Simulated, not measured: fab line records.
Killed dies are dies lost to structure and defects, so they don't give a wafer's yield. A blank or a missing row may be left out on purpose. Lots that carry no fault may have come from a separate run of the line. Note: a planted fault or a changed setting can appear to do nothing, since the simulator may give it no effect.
The tool behind it: which one? ; flow sky130 ; 13 lots with 38 wafers sampled at 5 steps, on a route of 708 steps

== WHAT THE GAUGES READ, wafer by wafer ==
SKY_GATE_OXIDE_THK_MEAS_02.
lot;measured;on;GATE_OXIDE_OXIDATION_00_THK (nm)
L171;day 13 09:33;film-metro-01;10.54 10.47 10.54
L172;day 13 23:10;film-metro-02;9.90 9.95 9.76
L173;day 14 11:21;film-metro-02;10.48 10.18 10.28
L174;day 14 16:58;film-metro-02;10.37 10.38 10.46
L175;day 14 16:58;film-metro-03;10.28 10.21 10.17
L176;day 15 00:10;film-metro-03;10.60 10.52 10.51
L178;day 15 10:23;film-metro-01;10.04 10.09 10.12
L184;day 17 19:55;film-metro-01;10.15 10.37
L185;day 18 00:53;film-metro-02;10.16 10.28 10.24
L186;day 18 09:37;film-metro-03;10.36 10.24 10.39
L192;day 20 08:22;film-metro-03;10.16 10.28 10.01
L191;day 20 08:23;film-metro-01;10.43 10.36 10.36
L194;day 20 19:00;film-metro-03;10.58 10.77 10.51

SKY_LDD_P_CD_MEAS_07: target cd 380 nm.
lot;measured;on;cd-nm (nm)
L171;day 19 17:21;cd-sem-02;379.0 380.3 379.0
L172;day 20 09:41;cd-sem-01;382.9 383.8 383.8
L173;day 21 03:26;cd-sem-02;377.7 379.2 377.7
L174;day 21 06:56;cd-sem-01;379.7 380.1 380.3
L175;day 21 07:35;cd-sem-02;376.4 381.1 380.5
L176;day 21 14:44;cd-sem-01;384.1 383.2 381.0
L178;day 22 03:05;cd-sem-02;375.7 377.1 377.0
L184;day 24 13:37;cd-sem-02;381.6 380.0
L185;day 24 23:45;cd-sem-02;379.4 379.4 376.8
L186;day 25 03:08;cd-sem-02;379.2 377.1 377.7
L192;day 27 01:13;cd-sem-02;376.9 380.1 376.8
L191;day 27 00:58;cd-sem-01;384.3 385.6 384.8
L194;day 27 12:32;cd-sem-02;383.7 383.1 382.3

SKY_LDD_HVN_OVL_MEAS_07.
lot;measured;on;LDD_HVN_OVL (nm)
L171;day 21 01:04;overlay-02;2.1 0.5 1.5
L172;day 21 17:11;overlay-02;0.3 1.4 0.9
L173;day 22 10:59;overlay-01;1.7 0.6 1.4
L174;day 22 13:23;overlay-02;-0.3 0.4 -0.1
L175;day 22 14:50;overlay-01;-0.6 0.2 0.7
L176;day 22 21:44;overlay-01;0.4 -1.8 0.0
L178;day 23 09:57;overlay-02;0.7 1.4 0.1
L184;day 25 20:04;overlay-02;-0.1 -0.9
L185;day 26 06:14;overlay-01;-1.6 -1.2 -1.1
L186;day 26 08:59;overlay-02;0.9 0.4 1.1
L192;day 28 06:52;overlay-01;0.7 0.2 -0.1
L191;day 28 06:18;overlay-01;-0.9 -0.5 -1.4
L194;day 28 17:59;overlay-02;-0.3 0.0 -0.4

SKY_LDD_HVN_TW_MEAS_10.
lot;measured;on;LDD_HVN_TW
L171;day 21 01:22;film-metro-01;1428 1422 1438
L172;day 21 17:29;film-metro-04;1443 1430 1430
L173;day 22 11:17;film-metro-02;1457 1449 1456
L174;day 22 13:41;film-metro-01;1415 1416 1416
L175;day 22 15:07;film-metro-02;1457 1450 1444
L176;day 22 22:02;film-metro-02;1458 1450 1446
L178;day 23 10:14;film-metro-04;1416 1424 1428
L184;day 25 20:22;film-metro-01;1419 228
L185;day 26 06:32;film-metro-01;223 1422 1416
L186;day 26 09:16;film-metro-01;229 224 1414
L192;day 28 07:10;film-metro-04;1443 1434 1423
L191;day 28 06:37;film-metro-02;1445 1441 1440
L194;day 28 18:17;film-metro-01;1422 1412 1417

== TOOL THAT RAN EACH LOT (tool first, then ch and the chambers of the sampled wafers, then the start) ==
lot;SKY_LDD_HVN_DEVELOP_06
L171;litho-track-02 ch 0, day 21 00:56
L172;litho-track-04 ch 0, day 21 17:02
L173;litho-track-04 ch 0, day 22 10:50
L174;litho-track-04 ch 0, day 22 13:14
L175;litho-track-01 ch 0, day 22 14:42
L176;litho-track-04 ch 0, day 22 21:35
L178;litho-track-04 ch 0, day 23 09:49
L184;litho-track-02 ch 0, day 25 19:56
L185;litho-track-02 ch 0, day 26 06:08
L186;litho-track-02 ch 0, day 26 08:52
L192;litho-track-01 ch 0, day 28 06:43
L191;litho-track-04 ch 0, day 28 06:11
L194;litho-track-01 ch 0, day 28 17:52
- SKY_LDD_HVN_DEVELOP_06: develop time 60 s.

== WHAT THE TOOLS THEMSELVES READ (means of the sampled wafers that have a number; where no wafer has one, the mark that the record gives instead) ==
The record holds no such reading with a usual standard deviation.

== THE ANSWER, worked out from the rows above alone ==
Rule: what is usual is taken from the lots themselves. Put in order of their means at a reading, lots are off if they are a third of the lots or fewer, leave a main group of 4 or more, and stand apart from it by a gap of 3 or more times the standard deviation of the main group's means; of several such gaps the widest counts. The tables above print the reading to a certain number of digits; a main group whose means all agree to those digits is not used. Also off: a lot with no number at a reading for which 4 or more lots have one. All remaining lots with rows at the step are treated as sound. After the gauges, taken in route order, come the tools' own readings; for these a lot's mean is taken, as printed above. At the first step where some lot is off, the reading lying furthest off is the one used; lots without a number count as furthest.
Off: L184, L185, L186, at SKY_LDD_HVN_TW_MEAS_10 (LDD_HVN_TW). For the main group the mean is 1435 and the standard deviation 13.
If a tool, at a process step before that reading, ran all the lots that are off and no sound lot after the first of them, it fits. Gauges at SKY_LDD_HVN_TW_MEAS_10: tried the same way as those tools. One fits: litho-track-02 at SKY_LDD_HVN_DEVELOP_06. A fault onset in the window from L171 (day 21 00:56, its last sound lot) to L184 (day 25 19:56, its first lot off) fits.

== WHAT THE SIMULATOR HAD INSERTED ==
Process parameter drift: litho-track-02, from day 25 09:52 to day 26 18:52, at SKY_LDD_HVN_DEVELOP_06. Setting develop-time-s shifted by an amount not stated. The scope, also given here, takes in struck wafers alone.
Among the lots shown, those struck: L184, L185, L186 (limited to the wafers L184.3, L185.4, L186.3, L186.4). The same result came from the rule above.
